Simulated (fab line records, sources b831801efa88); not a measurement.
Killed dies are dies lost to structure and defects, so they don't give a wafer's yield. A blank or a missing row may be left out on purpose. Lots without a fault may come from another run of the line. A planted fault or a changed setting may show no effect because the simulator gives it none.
fab line records | flow sky130
record lots=6 wafers=18 last_day=47
route steps=708 shown POLY_GATE@205 RES_PROTECT@206 LDD_N@237 PAD_OPEN@708
lots that met no fault: from a run of the same line without faults
start_h: hours from the record's first day to the start of the lot's first wafer shown | wait_h: hours since the lot's step before | " the same as in the row above | L1.1+2: a row that stands for several wafers | - no value, or no start given | * or withheld: withheld | < > ~ a bound
route shown NAME@n: a module of which the file shows steps, and the number in the route of the first | usual: mean/standard deviation of fault-free wafers | same: alike in all rows | chamber/n: place in a boat | sites: the reading at each site | _std_site: their standard deviation | _edge_site: outer sites' mean less inner sites' | radius_mm: how far each site lies from the wafer's centre | mask NAME#n: copy n | behind: the tool/chamber that last shaped the wafer | hold: why the lot was held/for how many hours/how that ended | device: the transistor (n, p or np) that didn't switch | end of line: the same wafers' tests at the end of the route | a step without rows: its recipe alone | killed: dies lost to structure and defects at the first sort, not the wafer's yield | map: a wafer's dies, x killed, . not, _ none there
set.NAME: the setting as run; set.NAME@STEP: as run at that earlier step | model.NAME: the simulator's own value behind a step, which no gauge read
lots at some steps of the route; a table a step, a row a wafer
services: from which hour (start_h, from the record's first day; less than 0 if before it) a tool's chamber was out of use, for how many hours, and why
## steps
# step SKY_POLY_GATE_THK_MEAS_01
# recipe reads=poly-Si_of_POLY_GATE_CVD_00
# usual POLY_GATE_CVD_00_THK=180.9/1.7
# columns lot.wafer tool chamber start_h wait_h POLY_GATE_CVD_00_THK[nm]
L484.3 film_metro-03 - 342.52 0.0 182.4
L484.4 " - " " 182.2
L484.6 " - " " 181.3
L483.3 film_metro-03 - 345.55 0.0 179.6
L483.5 " - " " 179.1
L483.6 " - " " 179.7
L485.1 film_metro-04 - 351.00 0.0 181.8
L485.3 " - " " 179.4
L485.6 " - " " 180.0
L487.1 film_metro-03 - 369.19 0.0 179.4
L487.3 " - " " 178.8
L487.4 " - " " 179.5
L489.1 film_metro-01 - 373.78 0.0 184.3
L489.2 " - " " 183.2
L489.5 " - " " 183.6
L490.3 film_metro-04 - 392.18 0.0 181.7
L490.5 " - " " 179.7
L490.6 " - " " 181.1
# step SKY_RES_PROTECT_DEHYDRATE_00
# recipe temp_c=200 time_s=60
# step SKY_RES_PROTECT_HMDS_01
# recipe prime_time_s=60 prime_temp_c=120
# step SKY_RES_PROTECT_COAT_02
# recipe resist=NOVOLAK spin_rpm=3000 resist_thk_nm=1123
# step SKY_RES_PROTECT_SOFTBAKE_03
# recipe temp_c=90 time_s=60 resist=NOVOLAK
# step SKY_RES_PROTECT_EXPOSE_04
# recipe mask_id=RPM na=0.6 source_shape=conventional sigma_outer=0.6 polarization=unpolarized target_cd_nm=1270 dose_mj=131
# step SKY_RES_PROTECT_PEB_05
# recipe temp_c=withheld time_s=* resist=NOVOLAK
# step SKY_RES_PROTECT_DEVELOP_06
# recipe resist=NOVOLAK developer=TMAH develop_time_s=60 dev_temp_c=23
# step SKY_POLY_GATE_IMPLANT_02
# recipe species=P energy_kev=30 dose_cm2=7.7e+15 tilt_deg=0
# step SKY_RES_PROTECT_STRIP_07
# recipe chemistry=O2/N2 power_w=1400 pressure_mtorr=1500 platen_temp_c=withheld o2_flow_sccm=3000 n2_flow_sccm=300 overash_fraction=0.5
# usual drypump_motor_current_A=5.79/0.28 oes_product_au=0.516/0.0046 strip_time_to_endpoint_s=23.11/0.05
# columns lot.wafer tool chamber start_h wait_h drypump_motor_current_A oes_product_au rf_hours_counter_h strip_time_to_endpoint_s
L484.3 plasma_asher-03 0 369.33 0.1 5.32 0.508 - 23.09
L484.4 " 1 " " 5.44 0.514 - 23.09
L484.6 " 0 " " 5.32 0.518 - 23.14
L483.3 plasma_asher-02 0 371.59 0.1 5.75 0.514 - 23.09
L483.5 " 1 " " 6.07 0.522 - 23.10
L483.6 " 0 " " 5.75 0.512 - 23.11
L485.1 plasma_asher-02 0 377.13 0.1 5.74 0.513 66 23.10
L485.3 " 1 " " 6.08 0.515 - 23.05
L485.6 " 0 " " 5.74 0.520 - 23.03
L487.1 plasma_asher-02 0 397.20 0.1 5.77 0.509 68 23.15
L487.3 " 0 " " 5.76 0.516 - 23.20
L487.4 " 1 " " 6.10 0.506 - 23.16
L489.1 plasma_asher-02 0 401.98 0.1 5.77 0.515 69 23.13
L489.2 " 1 " " 6.07 0.518 69 23.12
L489.5 " 0 " " 5.79 0.513 - 23.15
L490.3 plasma_asher-01 1 422.24 0.1 5.61 0.518 - 23.15
L490.5 " 0 " " 6.15 0.516 - 23.14
L490.6 " 1 " " 5.62 0.511 - 23.10
# step SKY_RES_PROTECT_TW_MEAS_08
# usual POLY_GATE_TW=4002/23
# columns lot.wafer tool chamber start_h wait_h POLY_GATE_TW
L484.3 film_metro-04 - 369.42 0.1 4019
L484.4 " - " " 3999
L484.6 " - " " 3989
L483.3 film_metro-01 - 371.68 0.1 3994
L483.5 " - " " 3984
L483.6 " - " " 3980
L485.1 film_metro-04 - 377.23 0.1 3983
L485.3 " - " " 3974
L485.6 " - " " 3986
L487.1 film_metro-01 - 397.30 0.1 4013
L487.3 " - " " 3997
L487.4 " - " " 4014
L489.1 film_metro-01 - 402.08 0.1 4013
L489.2 " - " " 4011
L489.5 " - " " 4010
L490.3 film_metro-01 - 422.33 0.1 4036
L490.5 " - " " 4037
L490.6 " - " " 4041
# step SKY_RES_PROTECT_CLEAN_09
# recipe chemistry=SC1/SC2 mix=1:4:20 temp_c=70 time_s=150 dry=n2_spin
# step SKY_POLY_GATE_CVD_03
# recipe material=Si3N4 precursor=DCS/NH3 target_thk_nm=75 temp_c=770 time_s=1290 pressure_mtorr=250
# usual zone_power_bottom_pct=17.7/0.84
# columns lot.wafer tool chamber start_h wait_h zone_power_bottom_pct
L484.3 lpcvd-02 1 370.97 1.5 17.1
L484.4 " 1 " " 16.8
L484.6 " 1 " " 17.3
L483.3 lpcvd-02 0 375.69 3.9 18.7
L483.5 " 0 " " 18.7
L483.6 " 0 " " 18.7
L485.1 lpcvd-02 0 384.57 7.2 18.6
L485.3 " 0 " " 18.5
L485.6 " 0 " " 18.5
L487.1 lpcvd-02 0 398.48 1.1 18.9
L487.3 " 0 " " 18.7
L487.4 " 0 " " 18.6
L489.1 lpcvd-02 1 403.87 1.7 17.1
L489.2 " 1 " " 17.2
L489.5 " 1 " " 17.1
L490.3 lpcvd-02 1 424.37 1.9 16.8
L490.5 " 1 " " 17.2
L490.6 " 1 " " 17.0
# step SKY_POLY_GATE_THK_MEAS_04
# recipe reads=Si3N4_of_POLY_GATE_CVD_03
# usual POLY_GATE_CVD_03_THK=74.6/0.7
# columns lot.wafer tool chamber start_h wait_h POLY_GATE_CVD_03_THK[nm]
L484.3 film_metro-04 - 373.03 0.0 73.6
L484.4 " - " " 73.6
L484.6 " - " " 73.6
L483.3 film_metro-01 - 378.77 0.0 74.0
L483.5 " - " " 74.2
L483.6 " - " " 74.5
L485.1 film_metro-01 - 386.61 0.0 73.8
L485.3 " - " " 73.9
L485.6 " - " " 73.9
L487.1 film_metro-04 - 399.84 0.0 74.4
L487.3 " - " " 74.3
L487.4 " - " " 74.6
L489.1 film_metro-04 - 405.23 0.0 74.6
L489.2 " - " " 74.5
L489.5 " - " " 75.0
L490.3 film_metro-03 - 425.75 0.0 75.1
L490.5 " - " " 75.3
L490.6 " - " " 74.8
# step SKY_POLY_GATE_DEHYDRATE_05
# recipe temp_c=200 time_s=60
# step SKY_POLY_GATE_HMDS_06
# recipe prime_time_s=60 prime_temp_c=120
# step SKY_POLY_GATE_COAT_07
# recipe resist=BARC temp_c=withheld time_s=withheld spin_rpm=3000 resist_thk_nm=110
# step SKY_POLY_GATE_COAT_08
# recipe resist=KrF-thick spin_rpm=3000 resist_thk_nm=450
# step SKY_POLY_GATE_SOFTBAKE_09
# recipe temp_c=101.2 time_s=90 resist=KrF-thick
# step SKY_POLY_GATE_EXPOSE_10
# recipe mask_id=P1M na=0.68 source_shape=conventional sigma_outer=0.6 target_cd_nm=150 dose_mj=28
# step SKY_POLY_GATE_PEB_11
# recipe peb_temp_c=withheld peb_time_s=withheld resist=KrF-thick
# step SKY_POLY_GATE_DEVELOP_12
# recipe develop_time_s=60 resist=KrF-thick dev_temp_c=21
# step SKY_POLY_GATE_CD_MEAS_13
# recipe target_cd_nm=150
# usual cd_nm=150.1/1.5
# columns lot.wafer tool chamber start_h wait_h cd_nm
L484.3 cd_sem-01 - 401.29 - 146.3
L484.4 " - " " 147.6
L484.6 " - " " 147.6
L483.3 cd_sem-01 - 406.80 - 149.9
L483.5 " - " " 150.0
L483.6 " - " " 148.6
L485.1 cd_sem-01 - 415.55 - 150.9
L485.3 " - " " 150.1
L485.6 " - " " 152.5
L487.1 cd_sem-02 - 429.88 - 149.3
L487.3 " - " " 149.3
L487.4 " - " " 149.9
L489.1 cd_sem-02 - 436.13 - 147.6
L489.2 " - " " 147.9
L489.5 " - " " 148.9
L490.3 cd_sem-01 - 456.64 - 148.3
L490.5 " - " " 149.5
L490.6 " - " " 147.0
# step SKY_POLY_GATE_OVL_MEAS_14
# usual POLY_GATE_OVL=0/5.4
# columns lot.wafer tool chamber start_h wait_h POLY_GATE_OVL[nm]
L484.3 overlay-01 - 401.38 0.1 -5
L484.4 " - " " -1
L484.6 " - " " 5
L483.3 overlay-01 - 406.89 0.1 3
L483.5 " - " " 2
L483.6 " - " " 3
L485.1 overlay-01 - 415.67 0.1 6
L485.3 " - " " 4
L485.6 " - " " 6
L487.1 overlay-01 - 430.00 0.1 1
L487.3 " - " " 2
L487.4 " - " " -1
L489.1 overlay-02 - 436.25 0.1 -1
L489.2 " - " " 6
L489.5 " - " " 1
L490.3 overlay-01 - 456.73 0.1 6
L490.5 " - " " 2
L490.6 " - " " 1
# step SKY_POLY_GATE_ETCH_15
# recipe chemistry=N2/H2 target=BARC ion_energy_ev=200 source_w=500 bias_w=100 pressure_mtorr=30 n2_flow_sccm=100 h2_flow_sccm=200 stop_on=SiO2 time_s=118.5 target_depth_a=1100
# usual drypump_motor_current_A=5.7/0.44 oes_product_au=0.716/0.0047 throttle_valve_pct=13.212/0.0091
# columns lot.wafer tool chamber start_h wait_h drypump_motor_current_A oes_product_au rf_hours_counter_h throttle_valve_pct
L484.3 rie_diel-03 1 401.41 0.0 5.7 0.717 3 13.210
L484.4 " 0 " " 5.6 0.712 105 13.200
L484.6 " 1 " " 5.7 0.717 - 13.212
L483.3 rie_diel-03 3 406.91 0.0 5.8 0.720 6 13.214
L483.5 " 2 " " 6.1 0.720 - 13.190
L483.6 " 3 " " 5.8 0.713 - 13.207
L485.1 rie_diel-01 0 415.71 0.0 5.8 0.714 4 13.210
L485.3 " 2 " " 5.3 0.717 10 13.205
L485.6 " 3 " " 5.4 0.724 - 13.210
L487.1 rie_diel-03 3 430.03 0.0 5.8 0.707 6 13.206
L487.3 " 1 " " 5.7 0.723 4 13.195
L487.4 " 3 " " 5.8 0.710 - 13.218
L489.1 rie_diel-03 3 436.28 0.0 5.8 0.720 6 13.217
L489.2 " 2 " " 6.1 0.719 36 13.207
L489.5 " 2 " " 6.1 0.720 - 13.211
L490.3 rie_diel-02 0 456.76 0.0 6.3 0.716 10 13.211
L490.5 " 1 " " 6.0 0.716 - 13.223
L490.6 " 2 " " 4.6 0.714 - 13.225
# step SKY_POLY_GATE_ETCH_16
# recipe stop_on=poly-Si chemistry=CH3F/O2 target=Si3N4 source_w=400 bias_w=80 pressure_mtorr=25 ch3f_flow_sccm=40 O2_flow_sccm=30 time_s=147.5 target_depth_a=750
# usual drypump_motor_current_A=5.7/0.43 oes_product_au=0.639/0.0049 throttle_valve_pct=10.535/0.0091
# columns lot.wafer tool chamber start_h wait_h drypump_motor_current_A oes_product_au rf_hours_counter_h throttle_valve_pct
L484.3 rie_diel-03 1 401.49 0.0 5.7 0.638 3 10.525
L484.4 " 0 " " 5.5 0.643 105 10.538
L484.6 " 1 " " 5.7 0.641 - 10.521
L483.3 rie_diel-03 3 407.00 0.0 5.8 0.643 6 10.530
L483.5 " 2 " " 6.1 0.640 - 10.528
L483.6 " 3 " " 5.8 0.640 - 10.541
L485.1 rie_diel-01 0 415.79 0.0 5.8 0.643 4 10.535
L485.3 " 2 " " 5.3 0.639 11 10.555
L485.6 " 3 " " 5.4 0.634 - 10.537
L487.1 rie_diel-03 3 430.11 0.0 5.8 0.645 6 10.536
L487.3 " 1 " " 5.7 0.633 4 10.519
L487.4 " 3 " " 5.8 0.628 - 10.528
L489.1 rie_diel-03 3 436.36 0.0 5.8 0.631 6 10.530
L489.2 " 2 " " 6.1 0.644 37 10.525
L489.5 " 2 " " 6.1 0.641 - 10.538
L490.3 rie_diel-02 0 456.84 0.0 6.2 0.641 10 10.541
L490.5 " 1 " " 6.0 0.642 - 10.527
L490.6 " 2 " " 4.6 0.641 - 10.536
# step SKY_POLY_GATE_ETCH_17
# recipe target_depth_nm=180 stop_on=SiO2 over_etch_frac=0.56667 chemistry=HBr/Cl2 target=poly-Si icp_w=400 bias_w=100 pressure_mtorr=10 HBr_flow_sccm=150 Cl2_flow_sccm=50 time_s=70.5
# usual drypump_motor_current_A=5.9/0.43 oes_product_au=0.986/0.0084 throttle_valve_pct=33.685/0.0087
# same over_etch_frac=0.56667
# columns lot.wafer tool chamber start_h wait_h drypump_motor_current_A oes_product_au rf_hours_counter_h throttle_valve_pct
L484.3 rie_si-02 0 401.59 0.0 6.5 0.979 17 33.665
L484.4 " 3 " " 6.3 0.976 44 33.679
L484.6 " 2 " " 6.1 0.980 - 33.681
L483.3 rie_si-02 0 407.09 0.0 6.5 0.985 17 33.689
L483.5 " 2 " " 6.1 0.978 - 33.687
L483.6 " 3 " " 6.3 0.982 - 33.684
L485.1 rie_si-01 0 415.89 0.0 6.4 0.993 40 33.682
L485.3 " 3 " " 5.8 0.999 66 33.679
L485.6 " 0 " " 6.4 0.986 - 33.680
L487.1 rie_si-01 0 430.21 0.0 6.4 0.989 40 33.688
L487.3 " 1 " " 5.6 0.972 7 33.688
L487.4 " 2 " " 5.5 0.989 5 33.677
L489.1 rie_si-02 2 436.46 0.0 6.1 0.992 1 33.686
L489.2 " 1 " " 5.2 0.993 3 33.684
L489.5 " 2 " " 6.1 0.995 - 33.690
L490.3 rie_si-02 2 456.94 0.0 6.1 0.977 1 33.688
L490.5 " 1 " " 5.2 0.981 - 33.690
L490.6 " 2 " " 6.0 0.978 - 33.693
# step SKY_POLY_GATE_STRIP_18
# recipe chemistry=O2/N2 power_w=1400 pressure_mtorr=1500 platen_temp_c=withheld o2_flow_sccm=3000 n2_flow_sccm=300 overash_fraction=0.5
# usual drypump_motor_current_A=5.8/0.46 oes_product_au=0.361/0.0046 strip_time_to_endpoint_s=3.16/0.045
# columns lot.wafer tool chamber start_h wait_h drypump_motor_current_A oes_product_au rf_hours_counter_h strip_time_to_endpoint_s
L484.3 plasma_asher-04 0 401.68 0.1 6.3 0.363 - 3.15
L484.4 " 1 " " 4.8 0.362 - 3.16
L484.6 " 0 " " 6.2 0.357 - 3.19
L483.3 plasma_asher-04 1 407.18 0.1 4.8 0.355 - 3.13
L483.5 " 0 " " 6.2 0.359 - 3.09
L483.6 " 1 " " 4.8 0.355 - 3.15
L485.1 plasma_asher-04 0 415.94 0.0 6.3 0.358 75 3.13
L485.3 " 0 " " 6.3 0.364 - 3.26
L485.6 " 1 " " 4.8 0.354 - 3.13
L487.1 plasma_asher-04 1 430.27 0.0 4.8 0.360 0 3.16
L487.3 " 1 " " 4.8 0.356 - 3.15
L487.4 " 0 " " 6.2 0.366 - 3.17
L489.1 plasma_asher-01 1 436.52 0.0 5.7 0.358 65 3.18
L489.2 " 0 " " 6.2 0.361 65 3.09
L489.5 " 0 " " 6.1 0.357 - 3.10
L490.3 plasma_asher-04 0 457.03 0.1 6.2 0.364 - 3.20
L490.5 " 1 " " 4.8 0.360 - 3.11
L490.6 " 0 " " 6.2 0.360 - 3.16
# step SKY_POLY_GATE_CLEAN_19
# recipe chemistry=SC1/SC2 mix=1:4:20 temp_c=70 time_s=150 dry=n2_spin
# step SKY_POLY_GATE_OXIDATION_20
# recipe temp_c=850 ambient=O2 stabilise_s=600 purge_s=300 target_thk_a=40 ox_time_s=899
# step SKY_POLY_GATE_THK_MEAS_21
# recipe reads=SiO2_of_POLY_GATE_OXIDATION_20
# usual POLY_GATE_OXIDATION_THK=3.97/0.075
# columns lot.wafer tool chamber start_h wait_h POLY_GATE_OXIDATION_THK[nm]
L484.3 film_metro-01 - 404.71 0.0 3.95
L484.4 " - " " 3.93
L484.6 " - " " 3.95
L483.3 film_metro-03 - 409.99 0.0 3.93
L483.5 " - " " 3.90
L483.6 " - " " 3.92
L485.1 film_metro-04 - 417.88 0.0 3.84
L485.3 " - " " 3.88
L485.6 " - " " 3.93
L487.1 film_metro-03 - 432.19 0.0 4.02
L487.3 " - " " 4.01
L487.4 " - " " 4.06
L489.1 film_metro-03 - 442.07 0.0 4.00
L489.2 " - " " 4.00
L489.5 " - " " 4.00
L490.3 film_metro-01 - 459.18 0.0 4.04
L490.5 " - " " 4.02
L490.6 " - " " 4.14
# step SKY_POLY_GATE_CD_MEAS_22
# usual cd_nm=150.7/2.1
# columns lot.wafer tool chamber start_h wait_h cd_nm
L484.3 cd_sem-02 - 404.80 0.1 145.0
L484.4 " - " " 147.4
L484.6 " - " " 147.2
L483.3 cd_sem-02 - 410.08 0.1 150.7
L483.5 " - " " 152.8
L483.6 " - " " 150.3
L485.1 cd_sem-02 - 417.98 0.1 152.7
L485.3 " - " " 151.8
L485.6 " - " " 153.1
L487.1 cd_sem-02 - 432.25 0.1 150.2
L487.3 " - " " 148.0
L487.4 " - " " 150.3
L489.1 cd_sem-01 - 442.13 0.1 147.8
L489.2 " - " " 151.2
L489.5 " - " " 150.4
L490.3 cd_sem-01 - 459.27 0.1 148.3
L490.5 " - " " 148.2
L490.6 " - " " 149.5
# step SKY_LDD_N_DEHYDRATE_00
# recipe temp_c=200 time_s=60
# step SKY_LDD_N_HMDS_01
# recipe prime_time_s=60 prime_temp_c=120
# step SKY_LDD_N_COAT_02
# recipe resist=NOVOLAK spin_rpm=3000 resist_thk_nm=300
# step SKY_LDD_N_SOFTBAKE_03
# recipe temp_c=90 time_s=60 resist=NOVOLAK
# step SKY_LDD_N_EXPOSE_04
# recipe mask_id=NTM target_cd_nm=840 na=0.6 source_shape=conventional sigma_outer=0.6 dose_mj=110
# step SKY_LDD_N_PEB_05
# recipe temp_c=withheld time_s=* resist=NOVOLAK
# step SKY_LDD_N_DEVELOP_06
# recipe develop_time_s=60 dev_temp_c=23
# step SKY_LDD_N_OVL_MEAS_07
# usual LDD_N_OVL=0.6/1.3
# columns lot.wafer tool chamber start_h wait_h LDD_N_OVL[nm]
L484.3 overlay-02 - 435.77 0.1 -0.3
L484.4 " - " " 1.9
L484.6 " - " " 1.0
L483.3 overlay-01 - 440.56 0.1 0.9
L483.5 " - " " 2.2
L483.6 " - " " 1.8
L485.1 overlay-02 - 448.46 0.1 -0.1
L485.3 " - " " -0.5
L485.6 " - " " 1.5
L487.1 overlay-01 - 463.21 0.1 0.3
L487.3 " - " " 0.0
L487.4 " - " " -0.1
L489.1 overlay-01 - 473.11 0.1 1.3
L489.2 " - " " 0.1
L489.5 " - " " 0.6
L490.3 overlay-02 - 490.22 0.1 1.7
L490.5 " - " " 0.3
L490.6 " - " " 2.4
# step SKY_LDD_N_IMPLANT_08
# recipe species=As energy_kev=20 dose_cm2=7.338e+13 tilt_deg=withheld rotation_deg=23
# step SKY_LDD_N_IMPLANT_09
# recipe species=As energy_kev=20 dose_cm2=7.5e+13 tilt_deg=withheld rotation_deg=113
# step SKY_PAD_OPEN_PROBE_99
# usual killed_at_M0_to_M3=43/7.1 killed_at_M4_up=3.0/1.6 killed_at_contacts=24/5.3 killed_at_front_end=16/4.1 killed_at_other=0.5/0.82 killed_dies=86/9.4 killed_on_rim=17/4.1 killed_open=46/6.9 killed_short=39/6.5
# same gross_dies=492 killed_at_back_side=0
# columns lot.wafer tool chamber start_h wait_h killed_at_M0_to_M3 killed_at_M4_up killed_at_contacts killed_at_front_end killed_at_other killed_dies killed_on_rim killed_open killed_short
L484.3 prober-01 - 1097.65 0.2 47 3 29 17 0 96 17 54 42
L484.4 prober-01 - 1097.70 0.2 67 4 23 16 2 112 22 56 56
L484.6 prober-01 - 1097.80 0.2 47 2 22 22 1 94 17 49 45
L483.3 prober-02 - 1100.92 0.2 47 2 17 21 1 88 14 50 38
L483.5 prober-02 - 1101.02 0.2 37 2 28 19 0 86 23 50 36
L483.6 prober-02 - 1101.07 0.2 40 3 24 20 0 87 12 41 46
L485.1 prober-01 - 1106.52 0.1 45 3 23 16 0 87 16 44 43
L485.3 prober-01 - 1106.62 0.2 32 3 20 18 0 73 12 37 36
L485.6 prober-01 - 1106.77 0.2 41 4 20 16 1 82 19 41 41
L487.1 prober-01 - 1114.76 0.1 36 3 17 20 1 77 17 38 38
L487.3 prober-01 - 1114.86 0.2 42 4 15 10 1 72 18 34 36
L487.4 prober-01 - 1114.91 0.2 53 4 21 10 1 89 23 50 38
L489.1 prober-01 - 1118.78 0.1 47 3 22 61 0 133 32 50 42
L489.2 prober-01 - 1118.83 0.1 40 2 16 55 0 113 21 33 39
L489.5 prober-01 - 1118.98 0.2 46 2 27 51 1 127 34 45 43
L490.3 prober-02 - 1130.04 0.2 39 4 21 52 0 116 30 42 30
L490.5 prober-02 - 1130.14 0.2 41 2 16 60 0 119 30 36 40
L490.6 prober-02 - 1130.19 0.2 40 2 18 59 1 120 29 29 44
# killed by level:class
L484.3 VIA3:geometric_particle:open=17 VIA1:geometric_particle:open=11 FIELD_ISO:geometric_particle:short=7 CONTACT:geometric_particle:open=7 CONTACT:geometric_particle:short=7 LI_CONTACT:geometric_particle:open=6 LOCAL_INTERCONNECT:geometric_particle:short=6 VIA2:geometric_particle:open=5
L484.4 VIA1:geometric_particle:open=15 VIA1:geometric_particle:short=11 VIA2:geometric_particle:open=9 LI_CONTACT:geometric_particle:open=8 METAL1:geometric_particle:short=8 POLY_GATE:geometric_particle:short=6 FIELD_ISO:geometric_particle:open=5 LOCAL_INTERCONNECT:geometric_particle:short=5
L484.6 CONTACT:geometric_particle:open=9 VIA1:geometric_particle:open=9 METAL2:geometric_particle:short=7 VIA2:geometric_particle:open=7 POLY_GATE:geometric_particle:open=6 METAL1:geometric_particle:short=6 FIELD_ISO:geometric_particle:short=5 FIELD_ISO:geometric_particle:open=5
L483.3 VIA1:geometric_particle:open=10 CONTACT:geometric_particle:open=8 POLY_GATE:geometric_particle:open=7 VIA3:geometric_particle:open=7 FIELD_ISO:geometric_particle:short=6 VIA2:geometric_particle:open=6 METAL1:geometric_particle:short=6 FIELD_ISO:geometric_particle:open=5
L483.5 LI_CONTACT:geometric_particle:open=9 VIA1:geometric_particle:open=9 CONTACT:geometric_particle:open=8 METAL1:geometric_particle:short=6 CONTACT:geometric_particle:short=6 VIA2:geometric_particle:open=6 FIELD_ISO:geometric_particle:open=5 POLY_GATE:geometric_particle:short=4
L483.6 METAL2:geometric_particle:short=10 POLY_GATE:geometric_particle:open=7 LOCAL_INTERCONNECT:geometric_particle:short=7 CONTACT:geometric_particle:short=7 VIA3:geometric_particle:open=7 VIA1:geometric_particle:open=7 CONTACT:geometric_particle:open=6 FIELD_ISO:geometric_particle:short=4
L485.1 VIA3:geometric_particle:open=9 LI_CONTACT:geometric_particle:open=7 FIELD_ISO:geometric_particle:open=6 LOCAL_INTERCONNECT:geometric_particle:short=6 VIA1:geometric_particle:open=6 METAL2:geometric_particle:short=6 FIELD_ISO:geometric_particle:short=5 VIA1:geometric_particle:short=5
L485.3 CONTACT:geometric_particle:open=8 FIELD_ISO:geometric_particle:open=6 LI_CONTACT:geometric_particle:open=6 FIELD_ISO:geometric_particle:short=5 METAL2:geometric_particle:short=5 VIA1:geometric_particle:open=4 VIA3:geometric_particle:open=4 POLY_GATE:geometric_particle:short=3
L485.6 POLY_GATE:geometric_particle:open=7 CONTACT:geometric_particle:open=7 VIA1:geometric_particle:open=7 VIA2:geometric_particle:open=6 LOCAL_INTERCONNECT:geometric_particle:short=5 VIA3:geometric_particle:short=5 METAL2:geometric_particle:short=4 CONTACT:geometric_particle:short=4
L487.1 CONTACT:geometric_particle:open=11 VIA1:geometric_particle:open=7 POLY_GATE:geometric_particle:short=5 METAL1:geometric_particle:short=5 VIA3:geometric_particle:open=5 POLY_GATE:geometric_particle:open=4 FIELD_ISO:geometric_particle:short=3 METAL1:geometric_particle:open=3
L487.3 VIA1:geometric_particle:open=12 VIA3:geometric_particle:short=6 VIA3:geometric_particle:open=6 LI_CONTACT:geometric_particle:open=5 METAL2:geometric_particle:short=4 METAL4:geometric_particle:short=4 FIELD_ISO:geometric_particle:open=3 CONTACT:geometric_particle:short=3
L487.4 CONTACT:geometric_particle:open=11 VIA1:geometric_particle:open=10 VIA3:geometric_particle:open=9 METAL2:geometric_particle:short=9 VIA3:geometric_particle:short=8 LI_CONTACT:geometric_particle:open=7 METAL1:geometric_particle:short=5 VIA1:geometric_particle:short=5
L489.1 POLY_GATE:unspecified=41 CONTACT:geometric_particle:open=8 VIA1:geometric_particle:open=8 VIA2:geometric_particle:open=6 METAL2:geometric_particle:short=6 FIELD_ISO:geometric_particle:open=5 LI_CONTACT:geometric_particle:open=5 LOCAL_INTERCONNECT:geometric_particle:short=5
L489.2 POLY_GATE:unspecified=41 VIA1:geometric_particle:open=7 METAL1:geometric_particle:short=6 VIA2:geometric_particle:open=6 CONTACT:geometric_particle:open=5 VIA2:geometric_particle:short=5 POLY_GATE:geometric_particle:short=4 LI_CONTACT:geometric_particle:open=4
L489.5 POLY_GATE:unspecified=39 CONTACT:geometric_particle:open=8 METAL1:geometric_particle:short=8 VIA3:geometric_particle:open=8 LI_CONTACT:geometric_particle:open=7 LI_CONTACT:geometric_particle:short=6 VIA1:geometric_particle:open=6 METAL2:geometric_particle:short=6
L490.3 POLY_GATE:unspecified=43 VIA1:geometric_particle:open=8 CONTACT:geometric_particle:open=7 METAL2:geometric_particle:short=7 CONTACT:geometric_particle:short=6 VIA3:geometric_particle:open=5 LI_CONTACT:geometric_particle:open=4 METAL1:geometric_particle:short=4
L490.5 POLY_GATE:unspecified=43 VIA3:geometric_particle:open=8 VIA1:geometric_particle:open=7 FIELD_ISO:geometric_particle:open=6 METAL1:geometric_particle:short=6 POLY_GATE:geometric_particle:short=5 VIA3:geometric_particle:short=5 FIELD_ISO:geometric_particle:short=4
L490.6 POLY_GATE:unspecified=46 VIA1:geometric_particle:open=10 POLY_GATE:geometric_particle:short=8 METAL1:geometric_particle:short=8 LOCAL_INTERCONNECT:geometric_particle:short=5 VIA1:geometric_particle:short=5 METAL2:geometric_particle:short=5 VIA2:geometric_particle:open=4
# map L489.1 (x killed, . not)
__________..xxxxxxxx_________
________x.x.xxxxxxxxxx_______
______..x..xxxxxxxxxxxx._____
_____..x.x..x.xxxxxxxx..x____
____..x...xxx..xxxx.......___
___..x...x........x.....xxx__
__x............x..x........x_
_..xx...x.....xxx.x....x...x.
_.x...x.......x....x..x....x.
_x..x.....x.......x.x....x...
_.x...................xx...x.
_.x.x.....x.x......x.......x.
_x.............x.....x...xx..
_.xx..x..x..x...x.....x......
_...x....x............x....x.
__....x.........x..........._
___x.x....xx....x......x...__
____.........x............___
_____x...........x..x....____
______x....xx....x......_____
________..xxx..x...x.._______
__________.....x.x.._________
# map L490.6 (x killed, . not)
__________..xxxxxxxx_________
________....xxxxxxxxxx_______
______.x...xxxxxxxxxxxx._____
_____.....x.xxxxxxxxxxx..____
____....x.....x.xxxxx.....___
___x......xxx..xxx.x....x..__
__............xx.......x...x_
_............................
_x..........xxxx....x....x...
_..x....x...x...........x....
_x.x.....x.x.xx.......x......
_xx..x.....x..x.........x..xx
_x......x.........x.........x
_x........x.x.........x..xx..
_.x..........................
__..xx..x.x....x...........x_
___.......x.x.....x........__
____.xx.x..x..............___
_____....x...............____
______xx.x.....x.x......_____
________x............._______
__________.........._________
## services
# columns tool chamber start_h hours kind
rie_diel-03 2 345.38 13.6 repair
rie_si-02 - 350.07 0.3 repair
rie_diel-03 0 361.40 15.1 repair
plasma_asher-04 - 363.80 0.4 repair
plasma_asher-03 - 384.89 34.7 repair
rie_diel-03 - 386.97 0.7 repair
rie_diel-03 3 390.82 1.6 repair
rie_diel-02 1 403.05 - clean
rie_diel-02 1 403.05 16.6 scheduled_down
rie_diel-02 1 403.05 16.6 vent_cycle
rie_diel-01 1 412.55 - clean
rie_diel-01 1 412.55 19.0 scheduled_down
rie_diel-01 1 412.55 19.0 vent_cycle
plasma_asher-04 - 421.25 9.0 pm
plasma_asher-04 0 421.25 9.0 vent_cycle
plasma_asher-04 1 421.25 9.0 vent_cycle
rie_diel-03 0 428.77 - clean
rie_diel-03 0 428.77 22.5 scheduled_down
rie_diel-03 0 428.77 22.5 vent_cycle
plasma_asher-02 - 429.27 1.9 repair
plasma_asher-04 0 430.25 - clean
plasma_asher-04 1 430.25 - clean
rie_diel-03 - 435.60 0.4 repair
rie_si-01 - 449.71 3.5 repair
## key
first_sign step=SKY_PAD_OPEN_PROBE_99 reading=killed_at_front_end direction=up sigmas=9.8 usual=16 struck=56
effect step=SKY_PAD_OPEN_PROBE_99 reading=killed_dies direction=up sigmas=3.8 usual=86 struck=121
met_at SKY_POLY_GATE_CVD_03
struck_wafers L489.1,L489.2,L489.5,L490.3,L490.5,L490.6
tester_left_out L489,L490
onset_between 370.97 403.87
also_fits time
fault kind=chamber_particle_source tool=lpcvd-02 chamber=1 onset_h=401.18 steps=SKY_POLY_GATE_CVD_03 rate_per_visit_cm2=2.2147 end_h=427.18
# tester_left_out: of these lots the tester's yield and bins aren't shown, on N5 and GAA mostly nor the transistor test; their killed dies are dies lost to structure and defects alone, not to doping, threshold or leakage, so they don't give the yield
